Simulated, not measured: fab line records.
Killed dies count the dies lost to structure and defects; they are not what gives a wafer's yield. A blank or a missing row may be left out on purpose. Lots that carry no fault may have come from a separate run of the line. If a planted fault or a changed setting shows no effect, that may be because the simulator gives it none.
Chamber matching || flow gf180mcu || pecvd-01 running GF_V5_CVD_02: 3 sister chambers
The step deposits SiO2 from TEOS, target thk 1450 nm, time 163.28 s. 18 wafers are shown with their chamber, then 9 later ones without.

== WAFERS, EACH WITH ITS CHAMBER ==
{"wafer": "L075.1", "chamber": 1, "heater-power-w (W)": 679}
{"wafer": "L075.5", "chamber": 0, "heater-power-w (W)": 521}
{"wafer": "L075.6", "chamber": 1, "heater-power-w (W)": 718}
{"wafer": "L077.2", "chamber": 1, "heater-power-w (W)": 626}
{"wafer": "L077.3", "chamber": 0, "heater-power-w (W)": 540}
{"wafer": "L077.4", "chamber": 1, "heater-power-w (W)": 713}
{"wafer": "L082.1", "chamber": 0, "heater-power-w (W)": 642}
{"wafer": "L082.3", "chamber": 1, "heater-power-w (W)": 735}
{"wafer": "L082.6", "chamber": 2, "heater-power-w (W)": 587}
{"wafer": "L084.1", "chamber": 1, "heater-power-w (W)": 763}
{"wafer": "L084.4", "chamber": 0, "heater-power-w (W)": 533}
{"wafer": "L084.6", "chamber": 1, "heater-power-w (W)": 597}
{"wafer": "L086.2", "chamber": 0, "heater-power-w (W)": 528}
{"wafer": "L086.4", "chamber": 1, "heater-power-w (W)": 585}
{"wafer": "L086.5", "chamber": 2, "heater-power-w (W)": 576}
{"wafer": "L089.1", "chamber": 1, "heater-power-w (W)": 636}
{"wafer": "L089.5", "chamber": 0, "heater-power-w (W)": 654}
{"wafer": "L089.6", "chamber": 2, "heater-power-w (W)": 598}

SIGNATURES, as means of the wafers listed above
{"reading": "heater-power-w", "chamber 0": 569.67, "chamber 1": 672.44, "chamber 2": 587.00, "scatter within a chamber": 58.7}
Rule: a wafer's distance from a chamber is the root of the sum, over the readings, of the square of ((its reading less the chamber's mean) divided by the reading's scatter). The wafer belongs to the nearest chamber; if the next one is less than 2 further off, it can't be placed. The scatter: the root of (the sum of the squares of (reading less its chamber's mean) over the shown wafers, divided by (wafers less chambers)).

== WAFERS WITHOUT THEIR CHAMBER ==
{"wafer": "L092.2", "heater-power-w (W)": 542}
{"wafer": "L092.4", "heater-power-w (W)": 764}
{"wafer": "L092.6", "heater-power-w (W)": 621}
{"wafer": "L093.2", "heater-power-w (W)": 738}
{"wafer": "L093.3", "heater-power-w (W)": 523}
{"wafer": "L093.6", "heater-power-w (W)": 557}
{"wafer": "L095.1", "heater-power-w (W)": 563}
{"wafer": "L095.3", "heater-power-w (W)": 728}
{"wafer": "L095.6", "heater-power-w (W)": 644}

== CHAMBER TAKEN BY EACH ==
{"wafer": "L092.2", "from the rows above": "can't be placed: 0 or 2 or 1", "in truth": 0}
{"wafer": "L092.4", "from the rows above": "can't be placed: 1 or 2 or 0", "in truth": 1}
{"wafer": "L092.6", "from the rows above": "can't be placed: 2 or 0 or 1", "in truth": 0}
{"wafer": "L093.2", "from the rows above": "can't be placed: 1 or 2 or 0", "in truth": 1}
{"wafer": "L093.3", "from the rows above": "can't be placed: 0 or 2 or 1", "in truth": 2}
{"wafer": "L093.6", "from the rows above": "can't be placed: 0 or 2 or 1", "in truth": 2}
{"wafer": "L095.1", "from the rows above": "can't be placed: 0 or 2 or 1", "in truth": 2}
{"wafer": "L095.3", "from the rows above": "can't be placed: 1 or 2 or 0", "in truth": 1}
{"wafer": "L095.6", "from the rows above": "can't be placed: 1 or 2 or 0", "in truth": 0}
Correctly placed: 0 of 9. These rows do not allow placing 9 (true chamber among the candidates in 9). Wrongly placed: 0.
